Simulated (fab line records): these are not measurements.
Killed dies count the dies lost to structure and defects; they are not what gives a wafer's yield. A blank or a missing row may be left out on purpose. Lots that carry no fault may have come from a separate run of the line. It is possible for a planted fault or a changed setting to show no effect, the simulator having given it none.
A lot that was struck, set against a sound lot | flow gf180mcu | 15 out of 602 route steps
Sound: these wafers, L429.2, L429.5, L429.6. Wafers struck: L434.1, L434.2, L434.5. At the end, the cause is stated.
Per side, at each step with rows, come the tool, then ch with its chambers, and then its first start. Under that, the readings that differ: sound wafers | struck wafers | difference of the means | sigmas: that difference in standard deviations of wafers without a fault.
alike: words and numbers the same on both sides, and readings whose means are apart by under 2 such deviations; not compared: readings that were withheld, readings missing a value for some wafer, numbers with overlapping values and no deviation given by the record, and bounds like >300 which may hide the same value.
Wherever a step has rows on one side only, a row that says differs or no value, or a row with sigmas, the two part there. When numbers do not overlap yet have no deviation, they are printed without sigmas and do not part them. A reading missing from all wafers of one side parts the sides only when that side holds two or more wafers.

first, 1 step without rows for these wafers: GF_NWELL_IMPLANT_09.
GF_NWELL_STRIP_10: strips in O2/N2.
  sound on plasma-asher-02 ch 0,1, day 4 07:13; struck on plasma-asher-04 ch 0,1, day 5 03:46
  alike: drypump-motor-current-A, heater-power-w, oes-product-au, strip-time-to-endpoint-s
  not compared: rf-hours-counter-h
GF_NWELL_TW_MEAS_11:
  struck on film-metro-02, day 5 03:52; sound on film-metro-02, day 4 07:19
  alike: NWELL_TW
then, 7 steps without rows for these wafers: GF_LVPWELL_DEHYDRATE_00 (time 60 s); GF_LVPWELL_HMDS_01 (prime time 60 s); GF_LVPWELL_COAT_02 (resist thk 3000 nm); GF_LVPWELL_SOFTBAKE_03; GF_LVPWELL_EXPOSE_04 (exposes mask LVPWELL, target cd 600 nm); GF_LVPWELL_PEB_05; GF_LVPWELL_DEVELOP_06 (develop time 60 s).
GF_LVPWELL_OVL_MEAS_07:
  struck on overlay-01, day 5 17:56; sound on overlay-01, day 4 21:05
  alike: LVPWELL_OVL
then, 1 step without rows for these wafers: GF_LVPWELL_IMPLANT_08.
GF_LVPWELL_IMPLANT_09:
  sound on implanter-04 ch 0, day 4 21:17; struck on implanter-03 ch 0, day 5 18:07
  reading                   | sound                | struck               | difference | sigmas
  beam-energy-keV           | 60.012 59.998 60.018 | 62.142 62.124 62.161 | +2.133     | +99 or more
  model.implant.rp-nm (nm)  | 192.7 192.7 192.7    | 193.3 193.3 193.3    | +0.6       |
  model.implant.drp-nm (nm) | 64.53 64.53 64.53    | 65.71 65.71 65.71    | +1.18      |
  alike: faraday-current-uA
GF_LVPWELL_STRIP_10: strips in O2/N2.
  sound on plasma-asher-03 ch 0,1, day 4 21:25; struck on plasma-asher-01 ch 0,1, day 5 18:16
  alike: drypump-motor-current-A, heater-power-w, oes-product-au, strip-time-to-endpoint-s
  not compared: rf-hours-counter-h
GF_PASSIVATION_PROBE_99:
  rows exist in the record for the sound wafers here (prober-02, day 30 07:34), none for the struck ones

== WHERE THEY PART ==
First at GF_LVPWELL_IMPLANT_09; last, within this record, at GF_PASSIVATION_PROBE_99.

WHY: the cause the simulator had injected
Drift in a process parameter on implanter-03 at GF_LVPWELL_IMPLANT_09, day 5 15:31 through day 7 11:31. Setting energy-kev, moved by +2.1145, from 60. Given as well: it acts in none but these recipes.
